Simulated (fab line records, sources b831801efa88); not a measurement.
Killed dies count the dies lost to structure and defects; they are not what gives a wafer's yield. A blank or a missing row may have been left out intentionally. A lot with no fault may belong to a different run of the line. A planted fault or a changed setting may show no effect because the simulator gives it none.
fab line records ; flow sfq_line
record lots=6; wafers=18; last_day=83
route steps=325 shown I5@232 C5@240
lots that met no fault: from a run of the same line without faults
start_h: hours from the record's opening day to when the first of the lot's shown wafers began ; wait_h: how many hours have passed since the lot's step before this one ; " repeats the value in the row above ; L1.1+2: one row covering several wafers at once ; - value missing, or start not given ; * or withheld: withheld ; < > ~ a bound
route shown NAME@n: NAME is a module with steps in the file, n the number in the route of the first one ; usual: mean and standard deviation over wafers with no fault ; same: alike in all rows ; chamber/n: place in a boat ; sites: readings site by site ; _std_site: their standard deviation ; _edge_site: outer sites' mean less inner sites' ; radius_mm: how far each site lies from the wafer's centre ; mask NAME#n: copy n ; behind: the tool/chamber that last shaped the wafer ; hold: cause of the lot's hold/its duration in hours/its outcome ; device: names the non-switching transistor (n, p or np) ; end of line: the tests these same wafers got at the end of their route ; a step with no rows: only its recipe ; killed: the dies lost at the first sort to structure and to defects; this is not the yield of the wafer ; map: the dies of a wafer, with x for killed, . for not killed, _ for no die there
set.NAME: the setting that was run; set.NAME@STEP: the one run at that earlier step ; model.NAME: the simulator's own value behind a step, which no gauge read
lots at selected steps of the route; one table per step, one row per wafer
services: from which hour (start_h, from the record's first day; less than 0 if before it) a tool's chamber was out of use, for how many hours, and why
## steps
# step SFQ_TRILAYER_I5_LITHO_EXPOSE_145
# recipe mask_id=I5; na=0.6; source_shape=conventional; sigma_outer=0.65; target_cd_nm=700; dose_mj=21.3
# step SFQ_TRILAYER_I5_LITHO_PEB_147
# recipe peb_temp_c=115; peb_time_s=60; resist=KrF
# step SFQ_TRILAYER_I5_LITHO_DEVELOP_146
# recipe time_s=60; resist=KrF
# step SFQ_I5_OVL_MEAS_936
# usual I5_OVL=1/6.5
lot.wafer;tool;chamber;start_h;wait_h;I5_OVL[nm]
L685.1;overlay-01;-;1583.52;0.1;-7
L685.4;overlay-01;-;1583.52;0.1;-5
L685.6;overlay-01;-;1583.52;0.1;-4
L686.1;overlay-02;-;1587.24;0.1;3
L686.4;overlay-02;-;1587.24;0.1;3
L686.6;overlay-02;-;1587.24;0.1;5
L689.1;overlay-02;-;1610.04;0.1;-1
L689.3;overlay-02;-;1610.04;0.1;-7
L689.5;overlay-02;-;1610.04;0.1;-6
L691.1;overlay-02;-;1620.84;0.1;7
L691.2;overlay-02;-;1620.84;0.1;13
L691.4;overlay-02;-;1620.84;0.1;8
L694.1;overlay-02;-;1638.84;0.1;11
L694.2;overlay-02;-;1638.84;0.1;9
L694.6;overlay-02;-;1638.84;0.1;2
L697.2;overlay-02;-;1646.05;0.1;-3
L697.4;overlay-02;-;1646.05;0.1;-2
L697.6;overlay-02;-;1646.05;0.1;-5
# step SFQ_TRILAYER_I5_BARC_OPEN_VIA_ETCH_200
# recipe mask_material=PR; chemistry=O2; target_depth_nm=125; target=BARC; source_w=500; bias_w=80; pressure_mtorr=30; time_s=41.7
# usual drypump_motor_current_A=5.86/0.24; oes_product_au=0.685/0.0043
lot.wafer;tool;chamber;start_h;wait_h;drypump_motor_current_A;oes_product_au;rf_hours_counter_h
L685.1;rie_diel-03;1;1583.56;0.0;5.56;0.688;8
L685.4;rie_diel-03;2;1583.56;0.0;6.23;0.688;21
L685.6;rie_diel-03;0;1583.56;0.0;5.95;0.684;-
L686.1;rie_diel-04;1;1587.28;0.0;6.06;0.687;14
L686.4;rie_diel-04;3;1587.28;0.0;5.92;0.689;-
L686.6;rie_diel-04;1;1587.28;0.0;6.10;0.680;-
L689.1;rie_diel-04;2;1610.08;0.0;5.97;0.691;3
L689.3;rie_diel-04;0;1610.08;0.0;5.48;0.686;13
L689.5;rie_diel-04;3;1610.08;0.0;5.93;0.682;-
L691.1;rie_diel-04;2;1620.88;0.0;5.96;0.684;3
L691.2;rie_diel-04;3;1620.88;0.0;5.92;0.681;5
L691.4;rie_diel-04;1;1620.88;0.0;6.11;0.686;14
L694.1;rie_diel-04;1;1638.88;0.0;6.06;0.684;15
L694.2;rie_diel-04;3;1638.88;0.0;5.93;0.694;5
L694.6;rie_diel-04;2;1638.88;0.0;5.99;0.690;-
L697.2;rie_diel-04;3;1646.08;0.0;5.93;0.681;5
L697.4;rie_diel-04;2;1646.08;0.0;5.97;0.685;4
L697.6;rie_diel-04;2;1646.08;0.0;5.94;0.686;-
# step SFQ_TRILAYER_I5_ETCH_VIA_ETCH_147
# recipe stop_on=Nb; mask_material=PR; chemistry=CHF3; target_depth_nm=360; source_w=500; bias_w=80; pressure_mtorr=30; time_s=withheld
# usual drypump_motor_current_A=5.87/0.24; oes_product_au=0.989/0.0051
lot.wafer;tool;chamber;start_h;wait_h;drypump_motor_current_A;oes_product_au
L685.1;rie_diel-03;1;1583.60;0.0;5.55;0.986
L685.4;rie_diel-03;2;1583.60;0.0;6.21;0.979
L685.6;rie_diel-03;0;1583.60;0.0;5.95;0.987
L686.1;rie_diel-04;1;1587.32;0.0;6.08;0.987
L686.4;rie_diel-04;3;1587.32;0.0;5.93;0.987
L686.6;rie_diel-04;1;1587.32;0.0;6.09;0.995
L689.1;rie_diel-04;2;1610.12;0.0;5.96;0.983
L689.3;rie_diel-04;0;1610.12;0.0;5.46;0.991
L689.5;rie_diel-04;3;1610.12;0.0;5.93;0.997
L691.1;rie_diel-04;2;1620.92;0.0;5.95;0.986
L691.2;rie_diel-04;3;1620.92;0.0;5.94;0.987
L691.4;rie_diel-04;1;1620.92;0.0;6.10;0.984
L694.1;rie_diel-04;1;1638.92;0.0;6.05;0.990
L694.2;rie_diel-04;3;1638.92;0.0;5.92;0.986
L694.6;rie_diel-04;2;1638.92;0.0;5.98;0.990
L697.2;rie_diel-04;3;1646.12;0.0;5.94;0.975
L697.4;rie_diel-04;2;1646.12;0.0;5.97;0.984
L697.6;rie_diel-04;2;1646.12;0.0;5.97;0.988
# step SFQ_TRILAYER_I5_STRIP_STRIP_148
# recipe gas=O2; power_w=200; platen_temp_c=40; overash_fraction=0.65; chemistry=O2; pressure_mtorr=50
# usual drypump_motor_current_A=5.3/0.35; oes_product_au=1.005/0.0096
# same overash_fraction=0.65
lot.wafer;tool;chamber;start_h;wait_h;drypump_motor_current_A;oes_product_au;rf_hours_counter_h
L685.1;rie_metal-02;1;1583.75;-;5.3;0.995;2
L685.4;rie_metal-02;0;1583.75;-;5.3;1.004;-
L685.6;rie_metal-02;0;1583.75;-;5.3;1.006;-
L686.1;rie_metal-02;1;1587.47;-;5.3;0.997;2
L686.4;rie_metal-02;0;1587.47;-;5.3;0.999;-
L686.6;rie_metal-02;1;1587.47;-;5.3;0.995;-
L689.1;rie_metal-02;1;1610.27;-;5.3;0.993;5
L689.3;rie_metal-02;1;1610.27;-;5.3;0.994;-
L689.5;rie_metal-02;1;1610.27;-;5.2;0.997;-
L691.1;rie_metal-01;0;1621.07;-;5.2;0.998;127
L691.2;rie_metal-01;1;1621.07;-;5.6;1.013;107
L691.4;rie_metal-01;1;1621.07;-;5.6;1.002;-
L694.1;rie_metal-03;0;1639.07;-;4.8;1.010;51
L694.2;rie_metal-03;1;1639.07;-;5.7;1.012;85
L694.6;rie_metal-03;1;1639.07;-;5.7;1.026;-
L697.2;rie_metal-03;0;1646.27;-;4.8;1.003;52
L697.4;rie_metal-03;0;1646.27;-;4.8;0.996;-
L697.6;rie_metal-03;1;1646.27;-;5.8;1.009;-
# step SFQ_TRILAYER_I5_STRIP_SOLV_CLEAN_149
# recipe chemistry=NMP; temp_c=70; time_s=600
# step SFQ_TRILAYER_C5_LITHO_COAT_156
# recipe resist=BARC; spin_rpm=3000; resist_thk_nm=62
# step SFQ_TRILAYER_C5_LITHO_COAT_151
# recipe resist=KrF; spin_rpm=3000; resist_thk_nm=656.7
# step SFQ_TRILAYER_C5_LITHO_SOFTBAKE_155
# recipe temp_c=withheld; time_s=withheld; resist=KrF
# step SFQ_TRILAYER_C5_LITHO_EXPOSE_152
# recipe mask_id=C5; na=0.6; source_shape=conventional; sigma_outer=0.65; target_cd_nm=500; dose_mj=21.3
# step SFQ_TRILAYER_C5_LITHO_PEB_154
# recipe peb_temp_c=115; peb_time_s=60; resist=KrF
# usual chill_plate_temp_C=23.00/0.1; exhaust_pa=45.1/0.98; heater_power_total_W=79.15/0.067; plate_temp_C=114.96/0.12
lot.wafer;tool;chamber;start_h;wait_h;chill_plate_temp_C;exhaust_pa;heater_power_total_W;plate_temp_C
L685.1;litho_track-01;-;1677.83;1.0;-;-;-;-
L685.4;litho_track-01;-;1677.83;1.0;-;-;-;-
L685.6;litho_track-01;-;1677.83;1.0;-;-;-;-
L686.1;litho_track-01;-;1691.03;1.0;-;-;-;-
L686.4;litho_track-01;-;1691.03;1.0;-;-;-;-
L686.6;litho_track-01;-;1691.03;1.0;-;-;-;-
L689.1;litho_track-02;0;1701.83;1.0;22.84;45.1;79.06;114.98
L689.3;litho_track-02;0;1701.83;1.0;23.08;45.8;79.10;114.88
L689.5;litho_track-02;0;1701.83;1.0;22.96;44.5;79.21;114.90
L691.1;litho_track-01;0;1705.43;1.0;22.95;44.9;79.11;115.02
L691.2;litho_track-01;0;1705.43;1.0;22.97;43.6;79.11;115.07
L691.4;litho_track-01;0;1705.43;1.0;23.07;44.5;79.18;114.85
L694.1;litho_track-01;0;1718.39;1.0;23.03;46.5;79.24;114.99
L694.2;litho_track-01;0;1718.39;1.0;23.08;47.9;79.24;115.00
L694.6;litho_track-01;0;1718.39;1.0;23.06;45.9;79.16;114.90
L697.2;litho_track-04;0;1724.42;0.8;23.06;47.0;79.20;115.12
L697.4;litho_track-04;0;1724.42;0.8;23.01;45.4;79.20;114.87
L697.6;litho_track-04;0;1724.42;0.8;22.91;45.2;79.25;115.00
# step SFQ_TRILAYER_C5_LITHO_DEVELOP_153
# recipe time_s=60; resist=KrF
## services
tool;chamber;start_h;hours;kind
rie_diel-04;1;1573.06;7.8;repair
rie_diel-04;0;1584.96;9.7;repair
rie_diel-03;2;1596.83;-;clean
rie_diel-03;2;1596.83;24.2;scheduled_down
rie_diel-03;2;1596.83;24.2;vent_cycle
rie_metal-03;0;1597.24;9.7;repair
rie_diel-04;0;1599.95;10.1;repair
rie_diel-03;-;1616.74;0.8;repair
rie_diel-03;3;1620.23;11.1;repair
rie_metal-02;-;1635.51;0.7;repair
rie_metal-01;1;1636.51;52.3;repair
rie_diel-04;-;1682.50;4.8;repair
rie_metal-01;0;1693.46;-;clean
rie_metal-01;0;1693.46;-;consumable_replace:focus_ring
rie_metal-01;0;1693.46;19.3;scheduled_down
rie_metal-01;0;1693.46;19.3;vent_cycle
rie_metal-02;-;1706.04;2.8;pm
## key
first_sign step=SFQ_TRILAYER_C5_LITHO_PEB_154; reading=tool_record; direction=missing
effect none on later readings
met_at SFQ_TRILAYER_C5_LITHO_PEB_154
struck_wafers L685.1,L685.4,L685.6,L686.1,L686.4,L686.6
fault kind=skipped_step_whole; tool=litho_track-01; chamber=-; onset_h=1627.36; steps=SFQ_TRILAYER_C5_LITHO_PEB_154; scope=struck_lots_only
